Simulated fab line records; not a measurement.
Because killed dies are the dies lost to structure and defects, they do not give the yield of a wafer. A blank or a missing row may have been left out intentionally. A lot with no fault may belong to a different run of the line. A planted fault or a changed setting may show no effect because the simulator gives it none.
Which tool was responsible? || flow gf180mcu || 14 lots with 42 wafers sampled at 3 steps, on a route of 602 steps

== WHAT THE GAUGES SHOWED, per wafer ==
GF_TOP_METAL_THK_MEAS_06: measures by xrf. Usual: TOP_METAL_ALCU_THK gives 929 nm (standard deviation 11).
{"lot": "L100", "measured": "day 27 02:53", "on": "film metro-04", "TOP_METAL_ALCU_THK (nm)": "915 908 928", "flag": ""}
{"lot": "L101", "measured": "day 27 14:25", "on": "film metro-02", "TOP_METAL_ALCU_THK (nm)": "917 920 923", "flag": ""}
{"lot": "L103", "measured": "day 28 03:20", "on": "film metro-04", "TOP_METAL_ALCU_THK (nm)": "921 945 929", "flag": ""}
{"lot": "L105", "measured": "day 28 22:14", "on": "film metro-02", "TOP_METAL_ALCU_THK (nm)": "930 931 941", "flag": ""}
{"lot": "L107", "measured": "day 29 18:49", "on": "film metro-04", "TOP_METAL_ALCU_THK (nm)": "934 939 928", "flag": ""}
{"lot": "L108", "measured": "day 29 19:13", "on": "film metro-04", "TOP_METAL_ALCU_THK (nm)": "928 933 921", "flag": ""}
{"lot": "L109", "measured": "day 29 23:16", "on": "film metro-02", "TOP_METAL_ALCU_THK (nm)": "922 940 942", "flag": ""}
{"lot": "L110", "measured": "day 30 11:20", "on": "film metro-04", "TOP_METAL_ALCU_THK (nm)": "933 944 929", "flag": ""}
{"lot": "L111", "measured": "day 30 18:20", "on": "film metro-04", "TOP_METAL_ALCU_THK (nm)": "922 925 923", "flag": ""}
{"lot": "L113", "measured": "day 31 05:01", "on": "film metro-04", "TOP_METAL_ALCU_THK (nm)": "925 948 942", "flag": ""}
{"lot": "L119", "measured": "day 32 16:50", "on": "film metro-02", "TOP_METAL_ALCU_THK (nm)": "923 912 919", "flag": ""}
{"lot": "L120", "measured": "day 32 19:59", "on": "film metro-04", "TOP_METAL_ALCU_THK (nm)": "942 930 936", "flag": ""}
{"lot": "L121", "measured": "day 33 07:02", "on": "film metro-02", "TOP_METAL_ALCU_THK (nm)": "925 915 915", "flag": ""}
{"lot": "L123", "measured": "day 33 16:38", "on": "film metro-03", "TOP_METAL_ALCU_THK (nm)": "938 919 918", "flag": ""}

== TOOL THAT RAN EACH LOT (tool first, then ch and the chambers of the sampled wafers, then the start) ==
{"lot": "L100", "GF_V5_SPUTTER_22": "pvd sputter-01, day 27 01:53", "GF_TOP_METAL_SPUTTER_04": "pvd sputter-02, day 27 02:43"}
{"lot": "L101", "GF_V5_SPUTTER_22": "pvd sputter-02, day 27 13:25", "GF_TOP_METAL_SPUTTER_04": "pvd sputter-04, day 27 14:14"}
{"lot": "L103", "GF_V5_SPUTTER_22": "pvd sputter-03, day 28 02:21", "GF_TOP_METAL_SPUTTER_04": "pvd sputter-01, day 28 03:11"}
{"lot": "L105", "GF_V5_SPUTTER_22": "pvd sputter-03, day 28 21:15", "GF_TOP_METAL_SPUTTER_04": "pvd sputter-01, day 28 22:05"}
{"lot": "L107", "GF_V5_SPUTTER_22": "pvd sputter-03, day 29 17:49", "GF_TOP_METAL_SPUTTER_04": "pvd sputter-01, day 29 18:38"}
{"lot": "L108", "GF_V5_SPUTTER_22": "pvd sputter-02, day 29 18:14", "GF_TOP_METAL_SPUTTER_04": "pvd sputter-02, day 29 19:04"}
{"lot": "L109", "GF_V5_SPUTTER_22": "pvd sputter-03, day 29 22:17", "GF_TOP_METAL_SPUTTER_04": "pvd sputter-02, day 29 23:08"}
{"lot": "L110", "GF_V5_SPUTTER_22": "pvd sputter-03, day 30 10:22", "GF_TOP_METAL_SPUTTER_04": "pvd sputter-01, day 30 11:12"}
{"lot": "L111", "GF_V5_SPUTTER_22": "pvd sputter-03, day 30 17:14", "GF_TOP_METAL_SPUTTER_04": "pvd sputter-04, day 30 18:10"}
{"lot": "L113", "GF_V5_SPUTTER_22": "pvd sputter-03, day 31 04:02", "GF_TOP_METAL_SPUTTER_04": "pvd sputter-04, day 31 04:52"}
{"lot": "L119", "GF_V5_SPUTTER_22": "pvd sputter-02, day 32 14:47", "GF_TOP_METAL_SPUTTER_04": "pvd sputter-02, day 32 16:40"}
{"lot": "L120", "GF_V5_SPUTTER_22": "pvd sputter-02, day 32 18:56", "GF_TOP_METAL_SPUTTER_04": "pvd sputter-02, day 32 19:50"}
{"lot": "L121", "GF_V5_SPUTTER_22": "pvd sputter-02, day 33 05:07", "GF_TOP_METAL_SPUTTER_04": "pvd sputter-02, day 33 06:53"}
{"lot": "L123", "GF_V5_SPUTTER_22": "pvd sputter-03, day 33 14:17", "GF_TOP_METAL_SPUTTER_04": "pvd sputter-04, day 33 16:29"}
- GF_V5_SPUTTER_22: material TiN, target thk 10 nm, time 40 s.
- GF_TOP_METAL_SPUTTER_04: material TiN, target thk 25 nm, time 20.8 s.

== WHAT THE TOOLS THEMSELVES READ (means of the sampled wafers that have a number; where no wafer has one, the mark that the record gives instead) ==
GF_V5_SPUTTER_22. Usual: 29.9 % for throttle valve pct, sd 1.
{"lot": "L100", "tool": "pvd sputter-01", "throttle valve pct (%)": 28.8, "flag": ""}
{"lot": "L101", "tool": "pvd sputter-02", "throttle valve pct (%)": 30.8, "flag": ""}
{"lot": "L103", "tool": "pvd sputter-03", "throttle valve pct (%)": 30.7, "flag": ""}
{"lot": "L105", "tool": "pvd sputter-03", "throttle valve pct (%)": 30.8, "flag": ""}
{"lot": "L107", "tool": "pvd sputter-03", "throttle valve pct (%)": 29.7, "flag": ""}
{"lot": "L108", "tool": "pvd sputter-02", "throttle valve pct (%)": 29.7, "flag": ""}
{"lot": "L109", "tool": "pvd sputter-03", "throttle valve pct (%)": 29.9, "flag": ""}
{"lot": "L110", "tool": "pvd sputter-03", "throttle valve pct (%)": 30.4, "flag": ""}
{"lot": "L111", "tool": "pvd sputter-03", "throttle valve pct (%)": 30.5, "flag": ""}
{"lot": "L113", "tool": "pvd sputter-03", "throttle valve pct (%)": 30.3, "flag": ""}
{"lot": "L119", "tool": "pvd sputter-02", "throttle valve pct (%)": 30.0, "flag": ""}
{"lot": "L120", "tool": "pvd sputter-02", "throttle valve pct (%)": 30.8, "flag": ""}
{"lot": "L121", "tool": "pvd sputter-02", "throttle valve pct (%)": 30.2, "flag": ""}
{"lot": "L123", "tool": "pvd sputter-03", "throttle valve pct (%)": 30.0, "flag": ""}

GF_TOP_METAL_SPUTTER_04. Usual: 29.8 % for throttle valve pct, sd 0.92.
{"lot": "L100", "tool": "pvd sputter-02", "throttle valve pct (%)": 30.3, "flag": ""}
{"lot": "L101", "tool": "pvd sputter-04", "throttle valve pct (%)": 30.7, "flag": ""}
{"lot": "L103", "tool": "pvd sputter-01", "throttle valve pct (%)": 29.0, "flag": ""}
{"lot": "L105", "tool": "pvd sputter-01", "throttle valve pct (%)": 29.5, "flag": ""}
{"lot": "L107", "tool": "pvd sputter-01", "throttle valve pct (%)": 29.2, "flag": ""}
{"lot": "L108", "tool": "pvd sputter-02", "throttle valve pct (%)": 29.7, "flag": ""}
{"lot": "L109", "tool": "pvd sputter-02", "throttle valve pct (%)": 30.1, "flag": ""}
{"lot": "L110", "tool": "pvd sputter-01", "throttle valve pct (%)": 29.4, "flag": ""}
{"lot": "L111", "tool": "pvd sputter-04", "throttle valve pct (%)": 29.9, "flag": ""}
{"lot": "L113", "tool": "pvd sputter-04", "throttle valve pct (%)": 29.2, "flag": ""}
{"lot": "L119", "tool": "pvd sputter-02", "throttle valve pct (%)": 29.6, "flag": ""}
{"lot": "L120", "tool": "pvd sputter-02", "throttle valve pct (%)": 29.6, "flag": ""}
{"lot": "L121", "tool": "pvd sputter-02", "throttle valve pct (%)": 30.3, "flag": ""}
{"lot": "L123", "tool": "pvd sputter-04", "throttle valve pct (%)": 29.2, "flag": ""}

== THE ANSWER, worked out from the rows above alone ==
Rule: lot off if the mean of its wafers having a number is beyond 3 standard deviations from the usual mean. Also off: a lot with no number at a reading for which 4 or more lots have one. The other lots that the step has rows for count as sound. The gauges are gone through in route order, then the tools' own readings, and for those a lot's mean is taken as printed above. At the first step where some lot is off, the reading lying furthest off is the one used; lots without a number count as furthest.
Nothing can be told from this: no lot is off at any reading shown.

== WHAT THE SIMULATOR HAD PUT IN ==
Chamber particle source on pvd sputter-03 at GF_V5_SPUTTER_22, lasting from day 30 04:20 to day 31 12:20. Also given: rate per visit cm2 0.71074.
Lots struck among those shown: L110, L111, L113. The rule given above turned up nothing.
